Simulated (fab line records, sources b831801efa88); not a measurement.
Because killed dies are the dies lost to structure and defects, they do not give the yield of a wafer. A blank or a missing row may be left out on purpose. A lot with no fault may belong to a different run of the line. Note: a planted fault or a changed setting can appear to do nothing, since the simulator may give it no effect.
fab line records	flow sky130
record lots=14	wafers=42	last-day=50
route steps=708 shown VT_ADJUST_LVTN@104 VT_ADJUST_HVTR@139 POLY_GATE@226 PAD_OPEN@708
lots that met no fault: from a run of the same line without faults
start-h: hours from the record's first day to the start of the lot's first wafer shown	wait-h: how many hours have passed since the lot's step before this one	" same as the row above	L1.1+2: one row covering several wafers at once	- either no value or no given start	* or withheld: withheld	< > ~ a bound
route shown NAME@n: NAME is a module with steps in the file, n the number in the route of the first one	usual: average and standard deviation across the fault-free wafers	same: alike in all rows	chamber/n: place in a boat	sites: each site's reading	_std_site: the values' standard deviation	_edge_site: the outer-site mean with the inner-site mean subtracted	radius-mm: how far each site lies from the wafer's centre	mask NAME#n: copy n	behind: the most recent tool/chamber to have shaped the wafer	hold: the reason the lot was held/the length of the hold in hours/how it ended	device: which transistor (n, p or np) failed to switch	end of line: tests of these same wafers at the route's end	a step given without rows: its recipe and nothing more	killed: at the first sort, the dies lost to defects and structure; wafer yield is something else	map: the dies of a wafer, with x for killed, . for not killed, _ for no die there
set.NAME: setting as actually run; set.NAME@STEP: the setting as run at that earlier step	model.NAME: the simulator's own value behind a step, which no gauge read
route steps across a sampled set of lots; one table per step, one row per wafer
services: a tool's chamber out of use, with start hour (start-h, from the record's first day; less than 0 if before it), hours out, and reason
## steps
# step SKY_VT_ADJUST_LVTN_OVL_MEAS_07
# usual VT_ADJUST_LVTN_OVL=1.2/1.3
lot.wafer	tool	chamber	start-h	wait-h	VT_ADJUST_LVTN_OVL[nm]
L152.1	overlay-01	-	145.05	-	-0.1
L152.4	"	-	"	"	1.1
L152.5	"	-	"	"	2.3
L153.1	overlay-01	-	156.81	-	1.8
L153.3	"	-	"	"	1.4
L153.5	"	-	"	"	2.3
L154.1	overlay-02	-	163.30	-	2.5
L154.4	"	-	"	"	2.3
L154.5	"	-	"	"	2.7
L155.3	overlay-01	-	168.56	-	2.1
L155.4	"	-	"	"	2.8
L155.6	"	-	"	"	3.5
L157.1	overlay-01	-	182.14	-	-0.8
L157.4	"	-	"	"	-0.3
L157.5	"	-	"	"	0.3
L159.1	overlay-01	-	194.89	-	2.8
L159.3	"	-	"	"	1.1
L159.5	"	-	"	"	0.4
L160.1	overlay-02	-	198.01	-	1.6
L160.5	"	-	"	"	-0.4
L160.6	"	-	"	"	-0.2
L164.1	overlay-01	-	225.51	-	1.1
L164.2	"	-	"	"	-1.5
L164.4	"	-	"	"	-1.3
L165.2	overlay-02	-	228.95	-	0.9
L165.3	"	-	"	"	0.8
L165.6	"	-	"	"	-1.1
L169.2	overlay-02	-	268.10	-	3.2
L169.5	"	-	"	"	2.5
L169.6	"	-	"	"	0.3
L170.2	overlay-02	-	271.12	-	-1.1
L170.3	"	-	"	"	-0.8
L170.5	"	-	"	"	1.3
L171.2	overlay-01	-	275.77	-	-0.3
L171.3	"	-	"	"	2.0
L171.5	"	-	"	"	-0.5
L173.1	overlay-02	-	286.50	-	1.6
L173.3	"	-	"	"	-0.1
L173.6	"	-	"	"	0.2
L174.1	overlay-01	-	295.33	-	1.8
L174.2	"	-	"	"	-0.5
L174.4	"	-	"	"	-0.1
# step SKY_VT_ADJUST_HVTR_OVL_MEAS_08
# usual VT_ADJUST_HVTR_OVL=-0.3/1.2
lot.wafer	tool	chamber	start-h	wait-h	VT_ADJUST_HVTR_OVL[nm]
L152.1	overlay-02	-	206.76	0.1	0.8
L152.4	"	-	"	"	1.7
L152.5	"	-	"	"	-0.5
L153.1	overlay-02	-	218.81	0.1	-0.8
L153.3	"	-	"	"	-1.2
L153.5	"	-	"	"	-0.2
L154.1	overlay-01	-	227.70	0.1	-0.9
L154.4	"	-	"	"	-2.5
L154.5	"	-	"	"	-0.8
L155.3	overlay-01	-	233.52	0.1	-1.5
L155.4	"	-	"	"	0.8
L155.6	"	-	"	"	1.9
L157.1	overlay-01	-	250.07	0.1	0.3
L157.4	"	-	"	"	-0.1
L157.5	"	-	"	"	0.5
L159.1	overlay-02	-	262.91	0.1	-0.5
L159.3	"	-	"	"	0.4
L159.5	"	-	"	"	-2.0
L160.1	overlay-02	-	266.72	0.1	1.2
L160.5	"	-	"	"	1.1
L160.6	"	-	"	"	-0.4
L164.1	overlay-02	-	298.61	0.1	1.1
L164.2	"	-	"	"	0.7
L164.4	"	-	"	"	0.2
L165.2	overlay-01	-	302.16	0.1	0.9
L165.3	"	-	"	"	1.1
L165.6	"	-	"	"	0.6
L169.2	overlay-01	-	345.51	0.1	-1.1
L169.5	"	-	"	"	-1.4
L169.6	"	-	"	"	0.1
L170.2	overlay-01	-	347.82	0.1	-0.4
L170.3	"	-	"	"	-1.4
L170.5	"	-	"	"	1.8
L171.2	overlay-01	-	354.96	0.1	0.4
L171.3	"	-	"	"	1.3
L171.5	"	-	"	"	-1.8
L173.1	overlay-02	-	366.65	0.1	0.2
L173.3	"	-	"	"	-1.0
L173.6	"	-	"	"	-1.0
L174.1	overlay-02	-	374.41	0.1	-0.6
L174.2	"	-	"	"	-2.8
L174.4	"	-	"	"	-0.3
# step SKY_VT_ADJUST_HVTR_TW_MEAS_11
# usual VT_ADJUST_HVTR_TW=209.4/2.2
lot.wafer	tool	chamber	start-h	wait-h	VT_ADJUST_HVTR_TW
L152.1	film-metro-04	-	207.04	0.1	206.5
L152.4	"	-	"	"	205.9
L152.5	"	-	"	"	206.6
L153.1	film-metro-04	-	219.09	0.1	207.1
L153.3	"	-	"	"	205.4
L153.5	"	-	"	"	206.0
L154.1	film-metro-03	-	228.01	0.1	211.9
L154.4	"	-	"	"	212.1
L154.5	"	-	"	"	212.0
L155.3	film-metro-04	-	233.81	0.1	207.1
L155.4	"	-	"	"	207.0
L155.6	"	-	"	"	207.1
L157.1	film-metro-02	-	250.35	0.1	210.1
L157.4	"	-	"	"	209.8
L157.5	"	-	"	"	209.4
L159.1	film-metro-02	-	263.19	0.1	210.5
L159.3	"	-	"	"	210.0
L159.5	"	-	"	"	211.4
L160.1	film-metro-03	-	267.00	0.1	210.2
L160.5	"	-	"	"	210.3
L160.6	"	-	"	"	211.0
L164.1	film-metro-02	-	298.89	0.1	211.1
L164.2	"	-	"	"	211.3
L164.4	"	-	"	"	211.4
L165.2	film-metro-02	-	302.45	0.1	210.5
L165.3	"	-	"	"	209.9
L165.6	"	-	"	"	210.1
L169.2	film-metro-03	-	345.80	0.1	212.0
L169.5	"	-	"	"	212.5
L169.6	"	-	"	"	211.0
L170.2	film-metro-04	-	348.11	0.1	205.8
L170.3	"	-	"	"	205.9
L170.5	"	-	"	"	206.5
L171.2	film-metro-04	-	355.25	0.1	205.7
L171.3	"	-	"	"	205.8
L171.5	"	-	"	"	206.1
L173.1	film-metro-03	-	366.94	0.1	212.3
L173.3	"	-	"	"	210.7
L173.6	"	-	"	"	211.6
L174.1	film-metro-04	-	374.69	0.1	206.6
L174.2	"	-	"	"	207.7
L174.4	"	-	"	"	208.2
# step SKY_POLY_GATE_DEVELOP_12
# recipe develop-time-s=60	resist=KrF-thick	dev-temp-c=21
# usual developer-temp-C=21.03/0.1
lot.wafer	tool	chamber	start-h	wait-h	developer-temp-C
L152.1	litho-track-04	0	369	-	21.04
L152.4	"	0	"	"	21.01
L152.5	"	0	"	"	21.03
L153.1	litho-track-03	0	388	-	20.90
L153.3	"	0	"	"	21.02
L153.5	"	0	"	"	21.09
L154.1	litho-track-04	0	400	-	20.84
L154.4	"	0	"	"	21.07
L154.5	"	0	"	"	20.89
L155.3	litho-track-03	0	413	-	20.99
L155.4	"	0	"	"	20.95
L155.6	"	0	"	"	20.84
L157.1	litho-track-03	0	430	-	21.08
L157.4	"	0	"	"	21.13
L157.5	"	0	"	"	21.05
L159.1	litho-track-03	0	443	-	21.06
L159.3	"	0	"	"	21.15
L159.5	"	0	"	"	21.11
L160.1	litho-track-03	0	444	-	21.24
L160.5	"	0	"	"	20.91
L160.6	"	0	"	"	21.20
L165.2	litho-track-03	0	491	-	18.98
L165.3	"	0	"	"	19.01
L165.6	"	0	492	-	18.94
L164.1	litho-track-03	0	492	-	19.00
L164.2	"	0	493	-	18.97
L164.4	"	0	"	"	19.05
L169.2	litho-track-04	0	539	-	20.82
L169.5	"	0	"	"	21.02
L169.6	"	0	"	"	21.01
L170.2	litho-track-04	0	541	-	21.11
L170.3	"	0	"	"	20.89
L170.5	"	0	"	"	21.10
L171.2	litho-track-04	0	548	-	21.04
L171.3	"	0	"	"	21.03
L171.5	"	0	"	"	21.05
L173.1	litho-track-01	0	559	-	21.02
L173.3	"	0	"	"	21.17
L173.6	"	0	"	"	20.97
L174.1	litho-track-04	0	564	-	21.01
L174.2	"	0	"	"	21.06
L174.4	"	0	"	"	21.06
# step SKY_PAD_OPEN_PROBE_99
# usual killed_at_M0_to_M3=44/6.9	killed_at_M4_up=3.3/1.8	killed-at-contacts=24/5	killed-at-front-end=16/4.6	killed-at-other=0.2/0.42	killed-dies=88/9.2	killed-open=48/7.3	killed-short=40/6.5
# same gross-dies=492	killed-at-back-side=0
lot.wafer	tool	chamber	start-h	wait-h	killed_at_M0_to_M3	killed_at_M4_up	killed-at-contacts	killed-at-front-end	killed-at-other	killed-dies	killed-open	killed-short
L152.1	prober-02	-	1074.86	0.1	36	4	16	15	0	71	33	38
L152.4	prober-02	-	1075.01	0.2	44	4	19	26	0	93	51	42
L152.5	prober-02	-	1075.06	0.2	33	3	25	19	0	80	45	35
L153.1	prober-01	-	1087.08	0.1	44	3	24	13	1	85	36	49
L153.3	prober-01	-	1087.18	0.2	53	6	28	15	0	102	50	52
L153.5	prober-01	-	1087.28	0.2	50	7	28	12	0	97	51	46
L154.1	prober-02	-	1099.57	0.1	41	5	20	13	0	79	35	44
L154.4	prober-02	-	1099.72	0.2	45	8	25	15	1	94	34	60
L154.5	prober-02	-	1099.77	0.2	32	4	25	16	0	77	40	37
L155.3	prober-02	-	1112.29	0.2	35	3	25	19	0	82	44	38
L155.4	prober-02	-	1112.34	0.2	48	4	21	19	0	92	51	40
L155.6	prober-02	-	1112.44	0.2	39	3	20	14	0	76	40	35
L157.1	prober-01	-	1120.61	0.1	51	2	30	10	0	93	54	39
L157.4	prober-01	-	1120.76	0.2	42	3	24	7	0	76	43	33
L157.5	prober-01	-	1120.81	0.2	32	3	23	12	1	71	38	33
L159.1	prober-01	-	1128.72	0.1	50	4	23	20	0	97	51	45
L159.3	prober-01	-	1128.82	0.2	45	0	17	12	0	74	39	35
L159.5	prober-01	-	1128.92	0.2	38	4	27	12	1	82	38	44
L160.1	prober-02	-	1130.22	0.1	54	2	24	16	1	97	50	45
L160.5	prober-02	-	1130.42	0.2	49	3	32	11	1	96	48	46
L160.6	prober-02	-	1130.47	0.2	38	1	32	23	1	95	50	45
L164.1	prober-02	-	1157.27	0.1	43	1	25	14	0	83	49	34
L164.2	prober-02	-	1157.32	0.1	37	3	29	12	0	81	40	41
L164.4	prober-02	-	1157.42	0.2	47	4	34	13	0	98	49	49
L165.2	prober-01	-	1158.82	0.1	56	3	28	16	1	104	59	44
L165.3	prober-01	-	1158.87	0.2	42	6	28	19	0	95	47	47
L165.6	prober-01	-	1159.02	0.2	45	3	19	14	1	82	51	30
L169.2	prober-02	-	1181.05	0.1	48	3	25	18	0	94	60	34
L169.5	prober-02	-	1181.20	0.2	33	4	22	24	0	83	41	42
L169.6	prober-02	-	1181.25	0.2	47	5	17	12	0	81	48	32
L170.2	prober-02	-	1187.53	0.1	42	0	16	20	0	78	48	30
L170.3	prober-02	-	1187.58	0.2	40	2	35	18	1	96	52	44
L170.5	prober-02	-	1187.68	0.2	38	2	22	11	0	73	42	31
L171.2	prober-01	-	1187.95	0.1	54	2	16	15	0	87	47	39
L171.3	prober-01	-	1188.00	0.2	42	3	28	20	0	93	43	50
L171.5	prober-01	-	1188.10	0.2	46	4	31	15	0	96	55	41
L173.1	prober-01	-	1195.83	0.1	55	2	25	19	0	101	58	43
L173.3	prober-01	-	1195.93	0.2	51	3	22	9	0	85	48	37
L173.6	prober-01	-	1196.08	0.2	51	1	27	22	0	101	58	42
L174.1	prober-02	-	1198.14	0.1	35	6	27	16	0	84	54	30
L174.2	prober-02	-	1198.19	0.1	42	2	36	11	1	92	51	40
L174.4	prober-02	-	1198.29	0.2	50	2	29	13	0	94	53	41
# killed by level:class
L152.1 VIA3:geometric-particle:open=10 VIA1:geometric-particle:short=7 LOCAL_INTERCONNECT:geometric-particle:short=6 VIA1:geometric-particle:open=6 METAL1:geometric-particle:short=5 FIELD_ISO:geometric-particle:short=4 POLY_GATE:geometric-particle:open=4 FIELD_ISO:geometric-particle:open=3
L152.4 VIA1:geometric-particle:open=10 LI_CONTACT:geometric-particle:open=7 VIA3:geometric-particle:open=7 FIELD_ISO:geometric-particle:short=6 POLY_GATE:geometric-particle:open=6 VIA2:geometric-particle:open=6 POLY_GATE:geometric-particle:short=5 CONTACT:geometric-particle:open=5
L152.5 LI_CONTACT:geometric-particle:open=9 CONTACT:geometric-particle:open=8 VIA3:geometric-particle:open=7 FIELD_ISO:geometric-particle:open=6 VIA1:geometric-particle:open=6 VIA2:geometric-particle:open=5 FIELD_ISO:geometric-particle:short=4 POLY_GATE:geometric-particle:short=4
L153.1 CONTACT:geometric-particle:open=11 METAL2:geometric-particle:short=11 VIA1:geometric-particle:short=8 VIA2:geometric-particle:open=7 POLY_GATE:geometric-particle:short=6 LI_CONTACT:geometric-particle:short=5 LI_CONTACT:geometric-particle:open=4 LOCAL_INTERCONNECT:geometric-particle:short=4
L153.3 VIA1:geometric-particle:open=12 CONTACT:geometric-particle:open=11 METAL1:geometric-particle:short=7 VIA1:geometric-particle:short=7 VIA2:geometric-particle:open=6 CONTACT:geometric-particle:short=6 VIA3:geometric-particle:open=6 LOCAL_INTERCONNECT:geometric-particle:short=5
L153.5 CONTACT:geometric-particle:open=13 VIA3:geometric-particle:open=11 VIA1:geometric-particle:open=9 METAL2:geometric-particle:short=8 CONTACT:geometric-particle:short=7 METAL1:geometric-particle:short=7 VIA2:geometric-particle:short=5 POLY_GATE:geometric-particle:open=4
L154.1 CONTACT:geometric-particle:open=8 METAL1:geometric-particle:short=7 LOCAL_INTERCONNECT:geometric-particle:short=5 METAL4:geometric-particle:short=5 VIA2:geometric-particle:open=5 FIELD_ISO:geometric-particle:open=4 VIA1:geometric-particle:open=4 VIA3:geometric-particle:open=4
L154.4 METAL1:geometric-particle:short=8 LOCAL_INTERCONNECT:geometric-particle:short=8 VIA1:geometric-particle:open=8 POLY_GATE:geometric-particle:short=7 CONTACT:geometric-particle:open=7 VIA1:geometric-particle:short=6 METAL2:geometric-particle:short=5 VIA2:geometric-particle:open=4
L154.5 CONTACT:geometric-particle:open=13 VIA1:geometric-particle:open=6 FIELD_ISO:geometric-particle:open=4 LI_CONTACT:geometric-particle:open=4 VIA1:geometric-particle:short=4 METAL1:geometric-particle:short=4 VIA2:geometric-particle:open=4 METAL3:geometric-particle:short=4
L155.3 CONTACT:geometric-particle:open=9 VIA1:geometric-particle:open=7 CONTACT:geometric-particle:short=6 METAL1:geometric-particle:short=6 FIELD_ISO:geometric-particle:open=5 METAL2:geometric-particle:short=5 POLY_GATE:geometric-particle:short=4 LI_CONTACT:geometric-particle:open=4
L155.4 VIA2:geometric-particle:open=10 CONTACT:geometric-particle:open=9 METAL1:geometric-particle:short=7 LI_CONTACT:geometric-particle:open=6 VIA1:geometric-particle:open=6 VIA3:geometric-particle:open=6 FIELD_ISO:geometric-particle:open=5 VIA1:geometric-particle:short=5
L155.6 VIA1:geometric-particle:open=7 CONTACT:geometric-particle:open=6 VIA2:geometric-particle:open=6 LI_CONTACT:geometric-particle:open=5 VIA3:geometric-particle:open=5 POLY_GATE:geometric-particle:open=4 CONTACT:geometric-particle:short=4 METAL1:geometric-particle:short=4
L157.1 VIA1:geometric-particle:open=13 CONTACT:geometric-particle:open=12 VIA2:geometric-particle:open=11 LI_CONTACT:geometric-particle:open=7 METAL2:geometric-particle:short=7 VIA3:geometric-particle:open=6 FIELD_ISO:geometric-particle:short=4 CONTACT:geometric-particle:short=4
L157.4 VIA1:geometric-particle:open=13 CONTACT:geometric-particle:open=9 LI_CONTACT:geometric-particle:open=5 VIA3:geometric-particle:open=5 VIA2:geometric-particle:open=5 VIA2:geometric-particle:short=5 METAL1:geometric-particle:short=4 LOCAL_INTERCONNECT:geometric-particle:short=4
L157.5 LI_CONTACT:geometric-particle:open=8 VIA2:geometric-particle:open=8 VIA1:geometric-particle:open=7 LI_CONTACT:geometric-particle:short=5 CONTACT:geometric-particle:open=5 FIELD_ISO:geometric-particle:open=4 LOCAL_INTERCONNECT:geometric-particle:short=4 METAL2:geometric-particle:short=4
L159.1 VIA1:geometric-particle:open=10 CONTACT:geometric-particle:open=9 LI_CONTACT:geometric-particle:open=8 METAL3:geometric-particle:short=8 POLY_GATE:geometric-particle:open=7 VIA2:geometric-particle:open=5 METAL1:geometric-particle:short=5 VIA1:geometric-particle:short=5
L159.3 VIA1:geometric-particle:open=12 VIA2:geometric-particle:open=7 METAL1:geometric-particle:short=6 VIA3:geometric-particle:open=6 VIA1:geometric-particle:short=5 CONTACT:geometric-particle:open=5 CONTACT:geometric-particle:short=4 FIELD_ISO:geometric-particle:short=3
L159.5 CONTACT:geometric-particle:open=12 LOCAL_INTERCONNECT:geometric-particle:short=7 VIA1:geometric-particle:open=7 METAL2:geometric-particle:short=6 FIELD_ISO:geometric-particle:short=5 POLY_GATE:geometric-particle:short=4 METAL1:geometric-particle:short=4 VIA2:geometric-particle:open=4
L160.1 VIA1:geometric-particle:short=11 VIA1:geometric-particle:open=11 VIA2:geometric-particle:open=10 CONTACT:geometric-particle:open=9 METAL2:geometric-particle:short=9 FIELD_ISO:geometric-particle:open=4 POLY_GATE:geometric-particle:open=4 LOCAL_INTERCONNECT:geometric-particle:short=4
L160.5 VIA1:geometric-particle:open=13 CONTACT:geometric-particle:open=10 VIA2:geometric-particle:open=7 LI_CONTACT:geometric-particle:open=6 LOCAL_INTERCONNECT:geometric-particle:short=6 CONTACT:geometric-particle:short=6 METAL1:geometric-particle:short=6 VIA1:geometric-particle:short=6
L160.6 LI_CONTACT:geometric-particle:open=12 VIA3:geometric-particle:open=8 LOCAL_INTERCONNECT:geometric-particle:short=8 FIELD_ISO:geometric-particle:open=6 VIA1:geometric-particle:open=6 METAL1:geometric-particle:short=5 VIA1:geometric-particle:short=5 METAL2:geometric-particle:short=5
L164.1 CONTACT:geometric-particle:open=11 VIA2:geometric-particle:open=7 LI_CONTACT:geometric-particle:open=6 VIA1:geometric-particle:short=5 VIA1:geometric-particle:open=5 METAL2:geometric-particle:short=5 VIA3:geometric-particle:open=5 POLY_GATE:geometric-particle:open=4
L164.2 VIA1:geometric-particle:open=10 LOCAL_INTERCONNECT:geometric-particle:short=9 CONTACT:geometric-particle:short=7 CONTACT:geometric-particle:open=7 METAL1:geometric-particle:short=6 VIA3:geometric-particle:open=6 POLY_GATE:geometric-particle:short=4 LI_CONTACT:geometric-particle:open=4
L164.4 VIA1:geometric-particle:open=14 LI_CONTACT:geometric-particle:open=9 CONTACT:geometric-particle:short=9 VIA3:geometric-particle:open=8 CONTACT:geometric-particle:open=8 METAL1:geometric-particle:short=5 LOCAL_INTERCONNECT:geometric-particle:short=5 METAL2:geometric-particle:short=5
L165.2 VIA3:geometric-particle:open=12 LI_CONTACT:geometric-particle:open=10 VIA1:geometric-particle:open=9 CONTACT:geometric-particle:open=8 METAL2:geometric-particle:short=8 VIA2:geometric-particle:open=7 VIA3:geometric-particle:short=7 FIELD_ISO:geometric-particle:short=5
L165.3 CONTACT:geometric-particle:open=11 METAL1:geometric-particle:short=10 METAL2:geometric-particle:short=8 VIA1:geometric-particle:open=8 LI_CONTACT:geometric-particle:open=6 VIA3:geometric-particle:open=6 POLY_GATE:geometric-particle:short=4 LOCAL_INTERCONNECT:geometric-particle:short=4
L165.6 VIA1:geometric-particle:open=14 CONTACT:geometric-particle:open=10 VIA2:geometric-particle:open=8 FIELD_ISO:geometric-particle:short=7 CONTACT:geometric-particle:short=4 VIA3:geometric-particle:open=4 POLY_GATE:geometric-particle:open=3 METAL1:geometric-particle:open=3
L169.2 LI_CONTACT:geometric-particle:open=12 VIA1:geometric-particle:open=9 POLY_GATE:geometric-particle:short=7 VIA3:geometric-particle:open=7 METAL1:geometric-particle:short=6 CONTACT:geometric-particle:open=6 METAL3:geometric-particle:open=5 METAL2:geometric-particle:short=4
L169.5 VIA1:geometric-particle:open=7 POLY_GATE:geometric-particle:short=6 LI_CONTACT:geometric-particle:open=6 VIA2:geometric-particle:open=6 FIELD_ISO:geometric-particle:short=5 LOCAL_INTERCONNECT:geometric-particle:short=5 CONTACT:geometric-particle:open=5 METAL2:geometric-particle:short=5
L169.6 VIA1:geometric-particle:open=12 VIA2:geometric-particle:open=11 CONTACT:geometric-particle:open=9 VIA3:geometric-particle:open=7 METAL1:geometric-particle:short=5 METAL2:geometric-particle:short=5 FIELD_ISO:geometric-particle:short=4 METAL4:geometric-particle:short=3
L170.2 VIA1:geometric-particle:open=10 VIA2:geometric-particle:open=7 FIELD_ISO:geometric-particle:open=6 LI_CONTACT:geometric-particle:open=6 VIA3:geometric-particle:open=6 VIA1:geometric-particle:short=5 POLY_GATE:geometric-particle:short=4 CONTACT:geometric-particle:open=4
L170.3 CONTACT:geometric-particle:open=11 VIA1:geometric-particle:open=9 FIELD_ISO:geometric-particle:open=8 LOCAL_INTERCONNECT:geometric-particle:short=7 LI_CONTACT:geometric-particle:open=6 LI_CONTACT:geometric-particle:short=5 CONTACT:geometric-particle:short=5 METAL1:geometric-particle:short=5
L170.5 LI_CONTACT:geometric-particle:open=7 CONTACT:geometric-particle:open=7 VIA1:geometric-particle:open=7 METAL2:geometric-particle:short=6 FIELD_ISO:geometric-particle:open=5 METAL3:geometric-particle:short=5 VIA3:geometric-particle:open=5 CONTACT:geometric-particle:short=4
L171.2 VIA1:geometric-particle:open=10 VIA2:geometric-particle:open=10 VIA1:geometric-particle:short=8 VIA3:geometric-particle:open=7 LI_CONTACT:geometric-particle:open=6 METAL1:geometric-particle:short=6 CONTACT:geometric-particle:open=5 FIELD_ISO:geometric-particle:short=4
L171.3 CONTACT:geometric-particle:short=8 CONTACT:geometric-particle:open=8 LI_CONTACT:geometric-particle:open=7 VIA2:geometric-particle:short=6 METAL2:geometric-particle:short=6 VIA3:geometric-particle:open=6 POLY_GATE:geometric-particle:open=5 POLY_GATE:geometric-particle:short=5
L171.5 VIA1:geometric-particle:open=15 LI_CONTACT:geometric-particle:open=11 VIA3:geometric-particle:open=8 LOCAL_INTERCONNECT:geometric-particle:short=8 CONTACT:geometric-particle:open=7 FIELD_ISO:geometric-particle:open=6 METAL2:geometric-particle:short=6 CONTACT:geometric-particle:short=4
L173.1 VIA1:geometric-particle:open=13 VIA2:geometric-particle:open=12 CONTACT:geometric-particle:short=8 CONTACT:geometric-particle:open=8 POLY_GATE:geometric-particle:open=7 VIA2:geometric-particle:short=7 LI_CONTACT:geometric-particle:open=6 VIA1:geometric-particle:short=6
L173.3 VIA3:geometric-particle:open=10 METAL2:geometric-particle:open=9 LI_CONTACT:geometric-particle:open=7 VIA2:geometric-particle:open=7 POLY_GATE:geometric-particle:short=6 CONTACT:geometric-particle:open=6 VIA1:geometric-particle:open=6 CONTACT:geometric-particle:short=5
L173.6 VIA1:geometric-particle:open=14 CONTACT:geometric-particle:open=12 VIA2:geometric-particle:open=11 POLY_GATE:geometric-particle:short=8 CONTACT:geometric-particle:short=8 METAL1:geometric-particle:short=8 POLY_GATE:geometric-particle:open=5 LI_CONTACT:geometric-particle:open=4
L174.1 CONTACT:geometric-particle:open=15 POLY_GATE:geometric-particle:open=8 VIA1:geometric-particle:open=8 VIA2:geometric-particle:open=7 VIA3:geometric-particle:open=7 METAL4:geometric-particle:short=6 LI_CONTACT:geometric-particle:open=4 LOCAL_INTERCONNECT:geometric-particle:short=4
L174.2 CONTACT:geometric-particle:open=16 VIA1:geometric-particle:open=8 LOCAL_INTERCONNECT:geometric-particle:short=7 CONTACT:geometric-particle:short=7 METAL1:geometric-particle:short=6 VIA2:geometric-particle:open=6 VIA3:geometric-particle:open=6 FIELD_ISO:geometric-particle:short=4
L174.4 VIA1:geometric-particle:open=14 CONTACT:geometric-particle:open=13 VIA1:geometric-particle:short=8 LI_CONTACT:geometric-particle:open=6 METAL1:geometric-particle:short=6 VIA2:geometric-particle:open=6 FIELD_ISO:geometric-particle:open=5 CONTACT:geometric-particle:short=5
## services
tool	chamber	start-h	hours	kind
litho-track-04	-	420.81	-	consumable-replace:filter
## key
first-sign step=SKY_POLY_GATE_DEVELOP_12	reading=developer-temp-C	direction=down	sigmas=20	usual=*	struck=*
effect none on later readings
met-at SKY_POLY_GATE_DEVELOP_12
struck-lots L164,L165
tester-left-out L164,L165
not-acting-at SKY_VT_ADJUST_LVTN_OVL_MEAS_07,SKY_VT_ADJUST_HVTR_OVL_MEAS_08,SKY_VT_ADJUST_HVTR_TW_MEAS_11
onset-between 444 491
fault kind=process-parameter-drift	tool=litho-track-03	chamber=-	onset-h=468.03	steps=SKY_POLY_GATE_DEVELOP_12	channel=dev-temp-c	offset=*	shape=step	end-h=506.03	acts-in=*	stated=*
# tester-left-out: of these lots the tester's yield and bins aren't shown, on N5 and GAA mostly nor the transistor test; their killed dies are dies lost to structure and defects alone, not to doping, threshold or leakage, so they don't give the yield
